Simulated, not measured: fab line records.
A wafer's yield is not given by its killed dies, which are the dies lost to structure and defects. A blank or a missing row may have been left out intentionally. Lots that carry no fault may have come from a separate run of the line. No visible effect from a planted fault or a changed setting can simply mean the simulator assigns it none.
2 desks looking at one fault -- flow gf180mcu -- each desk has only its own numbers; what lay behind them comes last

== FOR THE TOOL OWNER'S DESK: implanter-02 ==
The tool's own readings at GF_VT_IMPLANT_IMPLANT_41: means of the sampled wafers that have a number, for each lot that ran on this tool. The brackets show how far a lot's mean lies from the usual mean; more than 4 standard deviations puts the lot out of limits, marked OUT.
Columns: A = doseIonsCm2 at GF_VT_IMPLANT_IMPLANT_41, usual 1.0132e+12; B = faradayCurrentUA at GF_VT_IMPLANT_IMPLANT_41, usual 5.72
lot,first seen here,A,B
L689,day 7 23:50,1.0127e+12,5.74
L691,day 8 10:10,1.0123e+12,5.67
L703,day 11 22:26,1.0834e+12 (+74) OUT,6.19
L705,day 12 11:07,1.0828e+12 (+73) OUT,6.21 (+4.1) OUT
This desk finds L703, L705 out of limits, L703 being first, at day 11 22:26 (doseIonsCm2 at GF_VT_IMPLANT_IMPLANT_41). L689, L691: within limits.

== METROLOGY DESK ==
Lot by lot, what the gauges showed, no matter which tool ran the lot: averages of those sampled wafers that carry a number. The brackets show how far a lot's mean lies from the usual mean; more than 4 standard deviations puts the lot out of limits, marked OUT.
Columns: A = VT_IMPLANT_02_OVL at GF_VT_IMPLANT_OVL_MEAS_29, usual -0.7 nm; B = VT_IMPLANT_3_TW at GF_VT_IMPLANT_TW_MEAS_32, usual 269; C = VT_IMPLANT_03_OVL at GF_VT_IMPLANT_OVL_MEAS_40, usual 0.4 nm
lot,first seen here,A,B,C
L689,day 7 08:00,-1.1,274,0.3
L691,day 7 18:01,0.8,274,-0.3
L703,day 11 03:29,-3.4,269,0.1
L705,day 11 15:06,-1.4,268,1.3
L707,day 12 02:32,-0.8,269,1.0
L710,day 13 07:07,-1.5,273,2.2
Finding of this desk: none of the 6 lots has anything out of limits.

== ALL TOGETHER ==
The tool owner's desk had the chance to raise an alarm at day 11 22:26 on L703, L705.
The metrology desk saw nothing out of limits.
The metrology desk has L703, L705 on record, within its limits.
All the named lots went through GF_VT_IMPLANT_IMPLANT_41 on implanter-02.

== WHAT THE SIMULATOR HAD INSERTED ==
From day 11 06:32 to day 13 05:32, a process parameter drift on implanter-02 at GF_VT_IMPLANT_IMPLANT_41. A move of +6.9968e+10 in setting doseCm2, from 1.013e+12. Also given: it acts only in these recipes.
Shown lots that were struck: L703, L705.
How many hours passed from the start of the fault until each desk's first out-of-limits reading: the tool owner's desk, 16.
